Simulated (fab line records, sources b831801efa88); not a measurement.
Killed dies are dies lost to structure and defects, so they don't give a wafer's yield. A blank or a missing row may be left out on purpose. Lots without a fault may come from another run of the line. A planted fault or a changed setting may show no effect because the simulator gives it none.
One fault seen from 2 desks | flow sky130 | each desk has only its own numbers; what lay behind them comes last

THE TOOL OWNER'S DESK: pvd_sputter-03
The tool's own readings at SKY_CAP2M_SPUTTER_02 (material TiN, target thk 200 nm, time 166.7 s): means of the sampled wafers that have a number, for each lot that ran on this tool. A lot is out of limits, marked OUT, if its mean lies more than 4 standard deviations from the usual mean; the brackets give that distance.
Columns: A = cathode_dc_power_W at SKY_CAP2M_SPUTTER_02, usual 6499.8 W; B = throttle_valve_pct at SKY_CAP2M_SPUTTER_02, usual 30.2 %
lot  | first seen here | A      | B
L891 | day 39 18:19    | 6499.9 | 30.2
L892 | day 40 05:36    | 6499.8 | 30.8
L897 | day 41 17:40    | 6500.1 | 30.2
L899 | day 42 11:38    | 6500.5 | 29.7
L901 | day 42 22:29    | 6499.9 | 30.2
L902 | day 43 09:21    | 6499.0 | 30.2
L905 | day 44 07:01    | 6499.8 | 30.8
This desk's finding: nothing out of limits on any of the 7 lots.

THE METROLOGY DESK
What the gauges read, lot by lot, whatever tool the lot ran on: means of the sampled wafers that have a number. A lot is out of limits, marked OUT, if its mean lies more than 4 standard deviations from the usual mean; the brackets give that distance.
Columns: A = CAP2M_CVD_00_THK at SKY_CAP2M_THK_MEAS_01, usual 15.47 nm; B = PASSIVATION_CVD_00_THK at SKY_PASSIVATION_THK_MEAS_01, usual 90.2 nm
lot  | first seen here | A     | B
L891 | day 39 18:16    | 15.40 | 88.0
L892 | day 40 05:34    | 15.21 | 91.1
L894 | day 40 23:08    | 15.32 | 90.0
L895 | day 41 02:44    | 15.49 | 90.9
L897 | day 41 17:36    | 15.39 | 90.7
L898 | day 41 23:42    | 15.52 | 90.5
L899 | day 42 11:34    | 15.36 | 90.8
L901 | day 42 22:25    | 15.49 | 89.1
L902 | day 43 09:18    | 15.59 | 89.5
L903 | day 43 11:56    | 15.76 | 89.7
L905 | day 44 06:58    | 15.17 | 89.6
L911 | day 45 14:25    | 15.72 | 90.7
This desk's finding: nothing out of limits on any of the 12 lots.

PUT TOGETHER
The tool owner's desk saw nothing out of limits.
The metrology desk saw nothing out of limits.

WHAT THE SIMULATOR HAD PUT IN
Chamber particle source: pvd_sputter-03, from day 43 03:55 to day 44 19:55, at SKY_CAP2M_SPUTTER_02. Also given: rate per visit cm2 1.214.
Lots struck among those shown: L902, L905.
